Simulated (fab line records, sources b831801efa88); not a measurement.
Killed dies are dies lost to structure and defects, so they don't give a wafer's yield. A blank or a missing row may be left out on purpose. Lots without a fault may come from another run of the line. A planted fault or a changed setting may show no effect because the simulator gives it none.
Which tool did it? | flow sky130 | 13 lots, 39 wafers sampled, at 4 steps of a route of 708

WHAT THE GAUGES READ, wafer by wafer
SKY_VT_ADJUST_NCORE_TW_MEAS_11. Usual: VT_ADJUST_NCORE_TW 220.0, standard deviation 1.6.
lot  | measured     | on            | VT_ADJUST_NCORE_TW | flag
L226 | day 8 07:48  | film_metro-01 | 220.0 219.0 219.8  |
L227 | day 8 16:44  | film_metro-04 | 219.5 220.6 220.9  |
L229 | day 10 10:25 | film_metro-01 | 218.6 219.4 219.2  |
L231 | day 10 19:17 | film_metro-01 | 219.1 217.6 218.5  |
L230 | day 10 21:31 | film_metro-04 | 221.3 221.3 221.4  |
L232 | day 11 02:45 | film_metro-03 | 220.4 221.2 220.2  |
L234 | day 11 13:52 | film_metro-04 | 221.8 221.6 221.1  |
L235 | day 11 15:10 | film_metro-01 | 220.4 220.7 221.5  |
L236 | day 11 16:26 | film_metro-04 | 221.5 221.9 221.0  |
L244 | day 13 20:56 | film_metro-01 | 30.2 30.2 30.0     | OFF
L245 | day 14 00:08 | film_metro-04 | 30.3 30.3 30.3     | OFF
L248 | day 15 03:03 | film_metro-03 | 219.8 217.2 219.3  |
L249 | day 15 08:12 | film_metro-04 | 221.7 222.2 220.9  |

WHICH TOOL RAN EACH LOT (tool, then ch and the chambers of the sampled wafers, then the start)
lot  | SKY_NWELL_STRIP_25                   | SKY_NWELL_RTA_28                 | SKY_VT_ADJUST_NCORE_DEVELOP_06
L226 | plasma_asher-01 ch 0,1, day 5 04:55  | rtp_anneal-02 ch 0, day 5 05:08  | litho_track-02 ch 0, day 8 07:15
L227 | plasma_asher-04 ch 0,1, day 5 10:16  | rtp_anneal-02 ch 0, day 5 10:29  | litho_track-03 ch 0, day 8 16:11
L229 | plasma_asher-02 ch 0,1, day 6 23:53  | rtp_anneal-02 ch 0, day 7 00:05  | litho_track-02 ch 0, day 10 09:54
L231 | plasma_asher-04 ch 0,1, day 7 05:54  | rtp_anneal-01 ch 0, day 7 06:08  | litho_track-02 ch 0, day 10 18:40
L230 | plasma_asher-01 ch 0,1, day 7 06:35  | rtp_anneal-02 ch 0, day 7 06:49  | litho_track-04 ch 0, day 10 21:01
L232 | plasma_asher-02 ch 0,1, day 7 11:00  | rtp_anneal-02 ch 0, day 7 11:13  | litho_track-02 ch 0, day 11 02:12
L234 | plasma_asher-01 ch 0,1, day 7 19:44  | rtp_anneal-01 ch 0, day 7 19:57  | litho_track-04 ch 0, day 11 13:20
L235 | plasma_asher-04 ch 0,1, day 7 20:05  | rtp_anneal-02 ch 0, day 7 20:18  | litho_track-02 ch 0, day 11 14:39
L236 | plasma_asher-04 ch 0,1, day 7 22:15  | rtp_anneal-01 ch 0, day 7 22:28  | litho_track-03 ch 0, day 11 15:55
L244 | plasma_asher-02 ch 0,1, day 9 20:28  | rtp_anneal-01 ch 0, day 9 20:41  | litho_track-04 ch 0, day 13 20:23
L245 | plasma_asher-02 ch 0,1, day 9 22:43  | rtp_anneal-01 ch 0, day 9 22:56  | litho_track-04 ch 0, day 13 23:35
L248 | plasma_asher-04 ch 0,1, day 10 22:09 | rtp_anneal-02 ch 0, day 10 22:22 | litho_track-02 ch 0, day 15 02:30
L249 | plasma_asher-02 ch 0,1, day 11 02:40 | rtp_anneal-01 ch 0, day 11 02:53 | litho_track-02 ch 0, day 15 07:39
- SKY_NWELL_STRIP_25: strips in O2/N2.
- SKY_NWELL_RTA_28: time 30 s.
- SKY_VT_ADJUST_NCORE_DEVELOP_06: develop time 60 s.

WHAT THE TOOLS THEMSELVES READ (means of the sampled wafers that have a number; where no wafer has one, the mark that the record gives instead)
SKY_NWELL_STRIP_25. Usual: drypump_motor_current_A 5.7 A, standard deviation 0.48; n2_flow_sccm 300.0 sccm, standard deviation 0.93; o2_flow_sccm 3000 sccm, standard deviation 8.9; oes_product_au 0.723 a.u., standard deviation 0.0047; strip_time_to_endpoint_s 36.96 s, standard deviation 0.098.
lot  | tool            | drypump_motor_current_A (A) | n2_flow_sccm (sccm) | o2_flow_sccm (sccm) | oes_product_au (a.u.) | strip_time_to_endpoint_s (s) | flag
L226 | plasma_asher-01 | 5.3                         | 298.9               | 3012                | 0.729                 | 36.95                        |
L227 | plasma_asher-04 | 5.5                         | 301.1               | 3003                | 0.727                 | 36.97                        |
L229 | plasma_asher-02 | 6.2                         | 300.0               | 3004                | 0.721                 | 36.94                        |
L231 | plasma_asher-04 | 5.5                         | 299.8               | 2998                | 0.722                 | 36.82                        |
L230 | plasma_asher-01 | 5.6                         | 300.6               | 2998                | 0.726                 | 36.81                        |
L232 | plasma_asher-02 | 6.2                         | 301.0               | 2997                | 0.722                 | 37.02                        |
L234 | plasma_asher-01 | 5.3                         | 299.2               | 3010                | 0.721                 | 36.96                        |
L235 | plasma_asher-04 | 5.5                         | 299.7               | 2992                | 0.726                 | 36.95                        |
L236 | plasma_asher-04 | 5.5                         | 299.6               | 2997                | 0.723                 | 36.99                        |
L244 | plasma_asher-02 | 6.1                         | 300.2               | 2991                | 0.718                 | 36.95                        |
L245 | plasma_asher-02 | 6.2                         | 299.9               | 2997                | 0.719                 | 36.98                        |
L248 | plasma_asher-04 | 5.4                         | 299.9               | 3003                | 0.719                 | 37.08                        |
L249 | plasma_asher-02 | 6.2                         | 299.9               | 3003                | 0.722                 | 36.92                        |

SKY_NWELL_RTA_28. Usual: lamp_power_pct 25.30 %, standard deviation 0.046; wafer_temp_C_max 1054.8, standard deviation 0.91.
lot  | tool          | lamp_power_pct (%) | wafer_temp_C_max | flag
L226 | rtp_anneal-02 | 25.31              | 1054.0           |
L227 | rtp_anneal-02 | 25.31              | 1055.2           |
L229 | rtp_anneal-02 | 25.30              | 1054.8           |
L231 | rtp_anneal-01 | 25.28              | 1055.1           |
L230 | rtp_anneal-02 | 25.32              | 1055.3           |
L232 | rtp_anneal-02 | 25.29              | 1054.4           |
L234 | rtp_anneal-01 | 25.32              | 1054.7           |
L235 | rtp_anneal-02 | 25.29              | 1055.3           |
L236 | rtp_anneal-01 | 25.33              | 1055.2           |
L244 | rtp_anneal-01 | 25.32              | 1053.9           |
L245 | rtp_anneal-01 | 25.27              | 1055.8           |
L248 | rtp_anneal-02 | 25.37              | 1054.7           |
L249 | rtp_anneal-01 | 25.27              | 1055.8           |

THE ANSWER, worked out from the rows above alone
Rule: a lot is off if the mean of its wafers that have a number lies more than 3 standard deviations from the usual mean. A lot without any number at a reading at which 4 lots or more have one is off too. The other lots that the step has rows for count as sound. The gauges are gone through in route order, then the tools' own readings, and for those a lot's mean is taken as printed above. The first step at which some lot is off is used, and at that step the reading that is off furthest; a lot without a number counts as furthest.
Off: L244, L245, at SKY_VT_ADJUST_NCORE_TW_MEAS_11 (VT_ADJUST_NCORE_TW).
A tool fits if, at a process step before that reading, it ran every lot that is off, and no sound lot after the first of them. The gauges at SKY_VT_ADJUST_NCORE_TW_MEAS_11 are tried like those tools. One fits: litho_track-04 at SKY_VT_ADJUST_NCORE_DEVELOP_06. Its last sound lot is L234 (day 11 13:20), its first lot that is off L244 (day 13 20:23): a fault that began between those two fits.

WHAT THE SIMULATOR HAD PUT IN
Process parameter drift: litho_track-04, from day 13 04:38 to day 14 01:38, at SKY_VT_ADJUST_NCORE_DEVELOP_06. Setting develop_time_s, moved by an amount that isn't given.
Lots struck among those shown: L244, L245. The rule above found the same.
